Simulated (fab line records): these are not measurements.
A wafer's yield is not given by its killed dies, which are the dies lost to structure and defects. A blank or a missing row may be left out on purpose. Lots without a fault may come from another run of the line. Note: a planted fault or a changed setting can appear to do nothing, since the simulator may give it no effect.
fab line records	flow gf180mcu
record lots=24	wafers=72	last_day=34
route steps=602 shown V1@361 V2@406 M3@411 V5@562
lots untouched by any fault: they come from a run of this same line in which no faults occurred
start_h: start of the lot's first displayed wafer, in hours after the record's first day	wait_h: hours from the lot's prior step to this one	" as in the row above	L1.1+2: a row that stands for several wafers	- value missing, or start not given	* or withheld: withheld	< > ~ a bound
route shown NAME@n: names a module that has steps shown in the file, with the first one's number in the route	usual: the fault-free wafers' mean and standard deviation	same: alike in all rows	chamber/n: place in a boat	sites: readings site by site	_std_site: standard deviation across them	_edge_site: outer sites' mean less inner sites'	radius_mm: how far each site lies from the wafer's centre	mask NAME#n: copy n	behind: the last tool/chamber to shape the wafer	hold: why the lot went on hold/how many hours it stayed there/how the hold came to an end	device: which transistor (n, p or np) failed to switch	end of line: at the end of the route, the tests of the same wafers	a step given without rows: its recipe and nothing more	killed: count of dies lost to structure and defects at first sort (not the wafer's yield)	map: a wafer's dies, x killed, . not, _ none there
set.NAME: the run value of the setting; set.NAME@STEP: its run value at that earlier step	model.NAME: the simulator's own value behind a step, which no gauge read
the route's steps for a sample of lots (tables are steps, rows are wafers)
services: the hour from which a tool's chamber was out of use, counted from the record's first day as start_h (under 0 if before that day), plus the number of hours and why
## steps
# step GF_V1_CMP_26
# recipe stop_on=SiO2	down_force_psi=3.5	platen_rpm=60	t_overpolish_s=15	target_thk_nm=0	pad_velocity_m_s=0.94248
# usual motor_current_A=10.9/0.97	overpolish_run_s=15.000/0.0077	platen_rpm=60.00/0.037	time_to_endpoint_s=86/3.7
# same t_overpolish_s=15
lot.wafer	tool	chamber	start_h	wait_h	motor_current_A	overpolish_run_s	platen_rpm	time_to_endpoint_s
L074.2	cmp-01	3	415.64	0.1	12.3	14.997	60.00	85
L074.1	"	1	"	"	12.4	14.993	60.05	85
L074.6	"	2	"	"	10.5	14.995	60.03	84
L075.2	cmp-02	0	421.01	0.1	10.4	15.007	59.95	87
L075.6	"	3	"	"	11.3	15.003	60.01	91
L075.5	"	0	"	"	10.4	15.003	60.03	89
L076.4	cmp-02	3	431.01	0.0	11.1	14.993	60.01	90
L076.3	"	1	"	"	10.4	15.004	60.00	89
L076.6	"	0	"	"	10.5	14.992	60.06	83
L077.2	cmp-01	3	441.35	0.1	12.0	15.004	59.97	79
L077.5	"	2	"	"	9.7	15.016	59.97	83
L077.6	"	3	"	"	11.8	15.006	59.95	82
L078.1	cmp-02	1	449.64	0.1	11.1	15.000	60.04	91
L078.2	"	2	"	"	10.4	15.011	60.01	88
L078.5	"	1	"	"	11.4	15.017	60.01	91
L079.1	cmp-01	1	459.53	0.1	13.3	15.007	60.00	87
L079.2	"	3	"	"	12.3	15.008	59.97	84
L079.5	"	1	"	"	12.8	15.009	59.98	84
L080.3	cmp-02	1	474.64	0.0	11.4	14.999	60.01	85
L080.4	"	0	"	"	10.5	14.998	60.01	82
L080.5	"	1	"	"	11.3	14.999	59.97	86
L081.1	cmp-02	1	486.50	0.1	11.5	15.004	59.92	86
L081.4	"	2	"	"	10.4	15.010	60.00	85
L081.6	"	0	"	"	10.6	14.999	60.04	85
L083.3	cmp-02	3	490.81	0.1	10.9	15.003	59.97	89
L083.4	"	1	"	"	11.8	15.005	59.99	89
L083.6	"	2	"	"	9.6	14.994	60.02	89
L082.4	cmp-01	0	494.46	0.0	9.8	15.006	60.06	87
L082.1	"	1	"	"	12.5	15.000	60.05	89
L082.6	"	0	"	"	9.5	14.992	60.02	87
L084.2	cmp-02	0	504.42	0.0	10.3	15.011	59.99	84
L084.4	"	1	"	"	11.3	14.997	59.94	86
L084.5	"	0	"	"	10.5	15.007	60.01	85
L085.3	cmp-01	3	530.31	10.0	12.7	15.002	59.99	88
L085.2	"	0	"	"	9.7	14.998	59.94	85
L085.6	"	3	"	"	11.9	15.000	59.97	88
L086.4	cmp-02	3	532.29	3.0	11.1	14.985	60.04	95
L086.2	"	2	"	"	9.4	15.004	60.00	89
L086.5	"	0	"	"	10.2	14.990	60.02	87
L088.2	cmp-01	3	534.88	0.1	12.0	14.995	60.01	84
L088.3	"	1	"	"	13.1	14.987	59.97	88
L088.6	"	2	"	"	10.3	14.999	60.01	88
L087.3	cmp-01	2	537.23	0.1	9.9	14.998	60.03	87
L087.4	"	3	"	"	11.4	14.997	59.97	91
L087.1	"	0	"	"	9.1	14.994	60.01	86
L089.4	cmp-01	1	555.49	0.0	12.6	15.005	60.01	85
L089.2	"	3	"	"	12.3	14.991	59.95	85
L089.5	"	1	"	"	12.9	15.006	59.99	83
L090.2	cmp-02	3	555.61	0.1	11.3	14.988	60.04	95
L090.6	"	2	"	"	9.7	15.000	59.95	85
L090.5	"	3	"	"	10.6	15.008	60.04	94
L091.1	cmp-02	3	560.49	0.1	11.6	14.990	60.02	90
L091.3	"	0	"	"	10.7	15.002	60.00	90
L091.2	"	1	"	"	11.0	15.000	60.01	85
L092.2	cmp-02	2	578.10	0.1	10.0	15.002	60.02	90
L092.6	"	0	"	"	10.4	14.997	59.94	94
L092.5	"	1	"	"	11.2	14.996	59.95	89
L093.2	cmp-02	1	580.30	0.1	11.1	14.992	59.99	83
L093.1	"	3	"	"	11.0	15.003	59.97	85
L093.5	"	0	"	"	10.1	14.979	60.02	80
L094.4	cmp-02	3	585.34	0.0	11.5	14.992	59.95	89
L094.1	"	2	"	"	10.3	15.010	60.05	82
L094.6	"	3	"	"	11.5	14.999	59.90	86
L095.1	cmp-02	1	598.27	0.1	11.9	15.005	60.02	88
L095.6	"	0	"	"	10.7	15.007	59.98	85
L095.5	"	1	"	"	11.8	14.995	60.01	83
L096.2	cmp-02	0	601.99	0.0	10.5	15.004	60.00	81
L096.3	"	1	"	"	11.1	14.993	60.05	85
L096.5	"	0	"	"	10.8	15.000	59.98	80
L097.3	cmp-01	1	603.31	0.1	12.6	14.999	60.04	86
L097.2	"	3	"	"	11.6	14.987	60.04	86
L097.6	"	1	"	"	12.9	14.992	60.04	86
# step GF_V2_RS_MEAS_24
# recipe thk_meas_gauge=four-point-probe	reads=W_of_V2_CVD_23+TiN_of_V2_SPUTTER_22+Ti_of_V2_SPUTTER_21
# usual V2_W_RS=0.323/0.0068
lot.wafer	tool	chamber	start_h	wait_h	V2_W_RS[ohm/sq]
L074.1	film_metro-04	-	466.99	0.1	0.328
L074.2	"	-	"	"	0.317
L074.6	"	-	"	"	0.327
L075.2	film_metro-03	-	471.06	0.1	0.328
L075.5	"	-	"	"	0.329
L075.6	"	-	"	"	0.329
L076.3	film_metro-02	-	481.48	0.1	0.313
L076.4	"	-	"	"	0.323
L076.6	"	-	"	"	0.324
L077.2	film_metro-02	-	492.41	0.1	0.326
L077.5	"	-	"	"	0.311
L077.6	"	-	"	"	0.322
L078.1	film_metro-02	-	501.00	0.1	0.314
L078.2	"	-	"	"	0.325
L078.5	"	-	"	"	0.325
L079.1	film_metro-03	-	510.04	0.1	0.323
L079.2	"	-	"	"	0.314
L079.5	"	-	"	"	0.314
L080.3	film_metro-04	-	525.45	0.1	0.326
L080.4	"	-	"	"	0.335
L080.5	"	-	"	"	0.329
L081.1	film_metro-03	-	535.27	0.1	0.331
L081.4	"	-	"	"	0.333
L081.6	"	-	"	"	0.335
L083.3	film_metro-04	-	537.68	0.1	0.320
L083.4	"	-	"	"	0.314
L083.6	"	-	"	"	0.323
L082.1	film_metro-04	-	542.04	0.1	0.311
L082.4	"	-	"	"	0.311
L082.6	"	-	"	"	0.320
L084.2	film_metro-04	-	556.39	0.1	0.324
L084.4	"	-	"	"	0.322
L084.5	"	-	"	"	0.315
L085.2	film_metro-02	-	576.46	0.1	0.313
L085.3	"	-	"	"	0.313
L085.6	"	-	"	"	0.314
L086.2	film_metro-04	-	579.69	0.1	0.320
L086.4	"	-	"	"	0.316
L086.5	"	-	"	"	0.311
L088.2	film_metro-04	-	582.01	0.1	0.333
L088.3	"	-	"	"	0.337
L088.6	"	-	"	"	0.329
L087.1	film_metro-03	-	584.57	0.1	0.327
L087.3	"	-	"	"	0.330
L087.4	"	-	"	"	0.317
L089.2	film_metro-04	-	602.06	0.1	0.326
L089.4	"	-	"	"	0.325
L089.5	"	-	"	"	0.327
L090.2	film_metro-02	-	602.11	0.1	0.328
L090.5	"	-	"	"	0.319
L090.6	"	-	"	"	0.328
L091.1	film_metro-02	-	607.09	0.1	0.335
L091.2	"	-	"	"	0.327
L091.3	"	-	"	"	0.330
L092.2	film_metro-02	-	623.56	0.1	0.334
L092.5	"	-	"	"	0.318
L092.6	"	-	"	"	0.329
L093.1	film_metro-04	-	625.01	0.1	0.326
L093.2	"	-	"	"	0.318
L093.5	"	-	"	"	0.318
L094.1	film_metro-04	-	629.79	0.1	0.328
L094.4	"	-	"	"	0.317
L094.6	"	-	"	"	0.317
L095.1	film_metro-02	-	641.50	0.1	0.329
L095.5	"	-	"	"	0.326
L095.6	"	-	"	"	0.317
L096.2	film_metro-04	-	645.11	0.1	0.324
L096.3	"	-	"	"	0.326
L096.5	"	-	"	"	0.317
L097.2	film_metro-02	-	647.07	0.1	0.325
L097.3	"	-	"	"	0.323
L097.6	"	-	"	"	0.314
# step GF_V2_THK_MEAS_25
# recipe thk_meas_gauge=xrf	reads=W_of_V2_CVD_23
# usual V2_W_THK=354/7.4
lot.wafer	tool	chamber	start_h	wait_h	V2_W_THK[nm]
L074.1	film_metro-04	-	467.11	0.1	353
L074.2	"	-	"	"	362
L074.6	"	-	"	"	354
L075.2	film_metro-03	-	471.17	0.1	349
L075.5	"	-	"	"	349
L075.6	"	-	"	"	349
L076.3	film_metro-02	-	481.58	0.1	360
L076.4	"	-	"	"	350
L076.6	"	-	"	"	348
L077.2	film_metro-02	-	492.52	0.1	346
L077.5	"	-	"	"	363
L077.6	"	-	"	"	351
L078.1	film_metro-02	-	501.12	0.1	360
L078.2	"	-	"	"	349
L078.5	"	-	"	"	348
L079.1	film_metro-03	-	510.16	0.1	357
L079.2	"	-	"	"	367
L079.5	"	-	"	"	368
L080.3	film_metro-04	-	525.55	0.1	352
L080.4	"	-	"	"	344
L080.5	"	-	"	"	350
L081.1	film_metro-03	-	535.39	0.1	351
L081.4	"	-	"	"	348
L081.6	"	-	"	"	347
L083.3	film_metro-04	-	537.78	0.1	359
L083.4	"	-	"	"	368
L083.6	"	-	"	"	356
L082.1	film_metro-04	-	542.16	0.1	371
L082.4	"	-	"	"	370
L082.6	"	-	"	"	359
L084.2	film_metro-04	-	556.50	0.1	353
L084.4	"	-	"	"	357
L084.5	"	-	"	"	363
L085.2	film_metro-02	-	576.57	0.1	360
L085.3	"	-	"	"	357
L085.6	"	-	"	"	357
L086.2	film_metro-04	-	579.80	0.1	362
L086.4	"	-	"	"	364
L086.5	"	-	"	"	367
L088.2	film_metro-04	-	582.12	0.1	347
L088.3	"	-	"	"	344
L088.6	"	-	"	"	349
L087.1	film_metro-03	-	584.69	0.1	352
L087.3	"	-	"	"	347
L087.4	"	-	"	"	363
L089.2	film_metro-04	-	602.17	0.1	355
L089.4	"	-	"	"	355
L089.5	"	-	"	"	351
L090.2	film_metro-02	-	602.22	0.1	348
L090.5	"	-	"	"	357
L090.6	"	-	"	"	347
L091.1	film_metro-02	-	607.21	0.1	341
L091.2	"	-	"	"	350
L091.3	"	-	"	"	346
L092.2	film_metro-02	-	623.67	0.1	340
L092.5	"	-	"	"	361
L092.6	"	-	"	"	346
L093.1	film_metro-04	-	625.13	0.1	351
L093.2	"	-	"	"	360
L093.5	"	-	"	"	362
L094.1	film_metro-04	-	629.91	0.1	351
L094.4	"	-	"	"	362
L094.6	"	-	"	"	362
L095.1	film_metro-02	-	641.62	0.1	344
L095.5	"	-	"	"	346
L095.6	"	-	"	"	357
L096.2	film_metro-04	-	645.22	0.1	354
L096.3	"	-	"	"	350
L096.5	"	-	"	"	360
L097.2	film_metro-02	-	647.18	0.1	348
L097.3	"	-	"	"	349
L097.6	"	-	"	"	363
# step GF_M3_SPUTTER_02
# recipe material=AlCu	target_thk_nm=450	power_w=10600	time_s=23.9	chamber_pressure_pa=0.4
# usual throttle_valve_pct=29.5/0.87
lot.wafer	tool	chamber	start_h	wait_h	throttle_valve_pct
L074.1	pvd_sputter-03	-	467.60	0.0	30.0
L074.2	"	-	"	"	29.3
L074.6	"	-	"	"	30.0
L075.2	pvd_sputter-01	-	471.85	0.0	28.9
L075.5	"	-	"	"	30.7
L075.6	"	-	"	"	29.2
L076.3	pvd_sputter-03	-	482.05	0.0	29.2
L076.4	"	-	"	"	30.3
L076.6	"	-	"	"	30.2
L077.2	pvd_sputter-01	-	493.12	0.0	30.9
L077.5	"	-	"	"	30.6
L077.6	"	-	"	"	28.9
L078.1	pvd_sputter-03	-	501.61	0.0	29.6
L078.2	"	-	"	"	28.9
L078.5	"	-	"	"	29.9
L079.1	pvd_sputter-03	-	510.65	0.0	29.2
L079.2	"	-	"	"	29.5
L079.5	"	-	"	"	29.4
L080.3	pvd_sputter-01	-	531.82	0.0	28.8
L080.4	"	-	"	"	28.7
L080.5	"	-	"	"	28.7
L081.1	pvd_sputter-01	-	535.88	0.0	30.3
L081.4	"	-	"	"	31.3
L081.6	"	-	"	"	28.8
L083.3	pvd_sputter-01	-	538.25	0.0	28.8
L083.4	"	-	"	"	31.2
L083.6	"	-	"	"	29.0
L082.1	pvd_sputter-03	-	542.65	0.0	30.3
L082.4	"	-	"	"	29.3
L082.6	"	-	"	"	29.8
L084.2	pvd_sputter-03	-	556.98	0.0	29.8
L084.4	"	-	"	"	29.2
L084.5	"	-	"	"	30.2
L085.2	pvd_sputter-03	-	577.05	0.0	29.0
L085.3	"	-	"	"	29.1
L085.6	"	-	"	"	29.7
L086.2	pvd_sputter-03	-	580.28	0.0	29.3
L086.4	"	-	"	"	30.2
L086.5	"	-	"	"	29.2
L088.2	pvd_sputter-02	-	582.60	0.0	27.7
L088.3	"	-	"	"	28.3
L088.6	"	-	"	"	29.1
L087.1	pvd_sputter-01	-	585.18	0.0	30.6
L087.3	"	-	"	"	29.0
L087.4	"	-	"	"	28.7
L089.2	pvd_sputter-01	-	602.65	0.0	30.9
L089.4	"	-	"	"	30.4
L089.5	"	-	"	"	31.0
L090.2	pvd_sputter-02	-	602.72	0.0	27.8
L090.5	"	-	"	"	27.8
L090.6	"	-	"	"	30.7
L091.1	pvd_sputter-02	-	607.70	0.0	28.7
L091.2	"	-	"	"	30.9
L091.3	"	-	"	"	27.6
L092.2	pvd_sputter-03	-	624.15	0.0	29.8
L092.5	"	-	"	"	29.4
L092.6	"	-	"	"	30.1
L093.1	pvd_sputter-02	-	625.79	0.0	30.5
L093.2	"	-	"	"	29.3
L093.5	"	-	"	"	27.5
L094.1	pvd_sputter-03	-	630.40	0.0	29.8
L094.4	"	-	"	"	30.2
L094.6	"	-	"	"	29.2
L095.1	pvd_sputter-03	-	642.11	0.0	29.1
L095.5	"	-	"	"	29.7
L095.6	"	-	"	"	29.1
L096.2	pvd_sputter-03	-	645.70	0.0	29.3
L096.3	"	-	"	"	30.0
L096.5	"	-	"	"	30.4
L097.2	pvd_sputter-02	-	647.73	0.0	27.5
L097.3	"	-	"	"	29.4
L097.6	"	-	"	"	28.5
# step GF_M3_CD_MEAS_14
# recipe target_cd_nm=280
# usual cd_nm=279.9/1.2
lot.wafer	tool	chamber	start_h	wait_h	cd_nm
L074.1	cd_sem-02	-	491.20	0.1	281.0
L074.2	"	-	"	"	280.8
L074.6	"	-	"	"	281.1
L075.2	cd_sem-02	-	496.07	0.1	279.4
L075.5	"	-	"	"	279.6
L075.6	"	-	"	"	280.2
L076.3	cd_sem-02	-	505.94	0.1	281.6
L076.4	"	-	"	"	281.0
L076.6	"	-	"	"	279.7
L077.2	cd_sem-01	-	516.28	0.1	278.4
L077.5	"	-	"	"	279.1
L077.6	"	-	"	"	278.0
L078.1	cd_sem-02	-	524.85	0.1	277.9
L078.2	"	-	"	"	276.8
L078.5	"	-	"	"	278.8
L079.1	cd_sem-01	-	533.30	0.1	279.6
L079.2	"	-	"	"	278.8
L079.5	"	-	"	"	279.4
L080.3	cd_sem-02	-	553.94	0.1	278.7
L080.4	"	-	"	"	279.4
L080.5	"	-	"	"	278.5
L081.1	cd_sem-02	-	558.10	0.1	280.4
L081.4	"	-	"	"	280.8
L081.6	"	-	"	"	281.6
L083.3	cd_sem-02	-	561.14	0.1	282.0
L083.4	"	-	"	"	282.3
L083.6	"	-	"	"	282.0
L082.1	cd_sem-01	-	564.30	0.1	278.9
L082.4	"	-	"	"	279.0
L082.6	"	-	"	"	279.6
L084.2	cd_sem-02	-	579.37	0.1	279.0
L084.4	"	-	"	"	280.3
L084.5	"	-	"	"	279.2
L085.2	cd_sem-01	-	598.22	0.1	279.9
L085.3	"	-	"	"	280.5
L085.6	"	-	"	"	279.8
L086.2	cd_sem-01	-	601.38	0.1	280.9
L086.4	"	-	"	"	282.2
L086.5	"	-	"	"	281.5
L088.2	cd_sem-01	-	603.12	0.1	279.8
L088.3	"	-	"	"	280.2
L088.6	"	-	"	"	279.5
L087.1	cd_sem-01	-	606.55	0.1	279.7
L087.3	"	-	"	"	279.0
L087.4	"	-	"	"	279.9
L089.2	cd_sem-02	-	623.12	0.1	281.5
L089.4	"	-	"	"	280.4
L089.5	"	-	"	"	279.0
L090.2	cd_sem-02	-	623.60	0.2	281.5
L090.5	"	-	"	"	280.8
L090.6	"	-	"	"	280.6
L091.1	cd_sem-02	-	628.05	0.1	280.2
L091.2	"	-	"	"	280.4
L091.3	"	-	"	"	281.1
L092.2	cd_sem-02	-	643.72	0.1	280.0
L092.5	"	-	"	"	279.3
L092.6	"	-	"	"	279.1
L093.1	cd_sem-02	-	646.10	0.1	277.7
L093.2	"	-	"	"	278.6
L093.5	"	-	"	"	279.1
L094.1	cd_sem-01	-	650.27	0.2	278.3
L094.4	"	-	"	"	277.4
L094.6	"	-	"	"	278.0
L095.1	cd_sem-01	-	662.30	0.1	280.6
L095.5	"	-	"	"	279.9
L095.6	"	-	"	"	280.3
L096.2	cd_sem-02	-	664.78	0.1	282.2
L096.3	"	-	"	"	282.2
L096.5	"	-	"	"	281.6
L097.2	cd_sem-01	-	667.12	0.1	279.3
L097.3	"	-	"	"	280.7
L097.6	"	-	"	"	280.6
# step GF_V5_SPUTTER_22
# recipe material=TiN	target_thk_nm=10	chamber_pressure_pa=5	power_w=4000	time_s=40
# usual throttle_valve_pct=29.7/0.86
lot.wafer	tool	chamber	start_h	wait_h	throttle_valve_pct
L074.1	pvd_sputter-04	-	630.52	0.0	29.7
L074.2	"	-	"	"	30.5
L074.6	"	-	"	"	29.5
L075.2	pvd_sputter-02	-	643.68	0.0	28.7
L075.5	"	-	"	"	29.1
L075.6	"	-	"	"	28.4
L076.3	pvd_sputter-04	-	645.85	0.0	30.5
L076.4	"	-	"	"	29.6
L076.6	"	-	"	"	30.4
L077.2	pvd_sputter-03	-	653.00	0.0	30.1
L077.5	"	-	"	"	29.8
L077.6	"	-	"	"	29.1
L078.1	pvd_sputter-04	-	664.81	0.0	30.7
L078.2	"	-	"	"	29.6
L078.5	"	-	"	"	29.8
L079.1	pvd_sputter-04	-	668.46	0.0	30.2
L079.2	"	-	"	"	30.7
L079.5	"	-	"	"	29.6
L080.3	pvd_sputter-03	-	686.65	0.0	28.9
L080.4	"	-	"	"	30.1
L080.5	"	-	"	"	30.5
L081.1	pvd_sputter-03	-	689.46	0.0	29.1
L081.4	"	-	"	"	30.0
L081.6	"	-	"	"	30.2
L083.3	pvd_sputter-03	-	693.56	0.0	29.7
L083.4	"	-	"	"	29.5
L083.6	"	-	"	"	30.2
L082.1	pvd_sputter-02	-	695.11	0.0	29.4
L082.4	"	-	"	"	27.5
L082.6	"	-	"	"	27.5
L084.2	pvd_sputter-04	-	707.57	0.0	30.5
L084.4	"	-	"	"	30.2
L084.5	"	-	"	"	29.9
L085.2	pvd_sputter-03	-	724.54	0.0	29.0
L085.3	"	-	"	"	29.2
L085.6	"	-	"	"	29.9
L086.2	pvd_sputter-04	-	726.12	0.0	30.6
L086.4	"	-	"	"	30.0
L086.5	"	-	"	"	30.1
L088.2	pvd_sputter-02	-	730.00	0.0	29.1
L088.3	"	-	"	"	27.8
L088.6	"	-	"	"	27.5
L087.1	pvd_sputter-04	-	731.88	0.0	30.6
L087.3	"	-	"	"	29.5
L087.4	"	-	"	"	30.7
L089.2	pvd_sputter-04	-	743.34	0.0	30.3
L089.4	"	-	"	"	30.5
L089.5	"	-	"	"	29.7
L090.2	pvd_sputter-02	-	745.01	0.0	27.5
L090.5	"	-	"	"	28.5
L090.6	"	-	"	"	29.7
L091.1	pvd_sputter-04	-	749.41	0.0	30.2
L091.2	"	-	"	"	30.9
L091.3	"	-	"	"	29.8
L092.2	pvd_sputter-03	-	762.90	0.0	30.0
L092.5	"	-	"	"	29.0
L092.6	"	-	"	"	29.7
L093.1	pvd_sputter-02	-	763.25	0.0	29.3
L093.2	"	-	"	"	27.5
L093.5	"	-	"	"	29.1
L094.1	pvd_sputter-02	-	769.15	0.0	27.4
L094.4	"	-	"	"	29.1
L094.6	"	-	"	"	30.5
L095.1	pvd_sputter-02	-	777.66	0.0	30.8
L095.5	"	-	"	"	28.8
L095.6	"	-	"	"	29.4
L096.2	pvd_sputter-04	-	780.10	0.0	30.0
L096.3	"	-	"	"	30.6
L096.5	"	-	"	"	30.2
L097.2	pvd_sputter-04	-	781.36	0.0	30.2
L097.3	"	-	"	"	30.2
L097.6	"	-	"	"	30.1
## services
tool	chamber	start_h	hours	kind
pvd_sputter-01	-	399.13	13.1	repair
pvd_sputter-02	-	403.85	1.4	repair
cmp-01	-	404.13	4.0	pm
pvd_sputter-04	-	414.86	3.9	repair
cmp-02	-	443.01	1.0	repair
cmp-01	-	455.56	2.2	repair
cmp-01	-	491.86	1.1	repair
pvd_sputter-02	-	496.57	5.7	repair
pvd_sputter-03	1	505.94	-	consumable_replace:kit
pvd_sputter-03	1	505.94	18.0	scheduled_down
pvd_sputter-04	-	554.19	5.2	repair
cmp-02	-	559.48	0.5	repair
cmp-02	-	572.05	4.0	pm
pvd_sputter-01	-	662.35	2.1	repair
cmp-02	-	691.50	1.0	repair
cmp-01	-	692.70	4.6	pm
pvd_sputter-03	-	697.66	0.8	repair
pvd_sputter-01	-	702.26	14.7	repair
pvd_sputter-04	-	709.11	3.0	repair
cmp-01	-	710.75	2.5	repair
cmp-02	-	715.96	6.3	pm
cmp-01	-	744.13	4.0	pm
cmp-01	-	757.30	7.5	pm
pvd_sputter-02	-	770.26	1.4	repair
## key
fault none
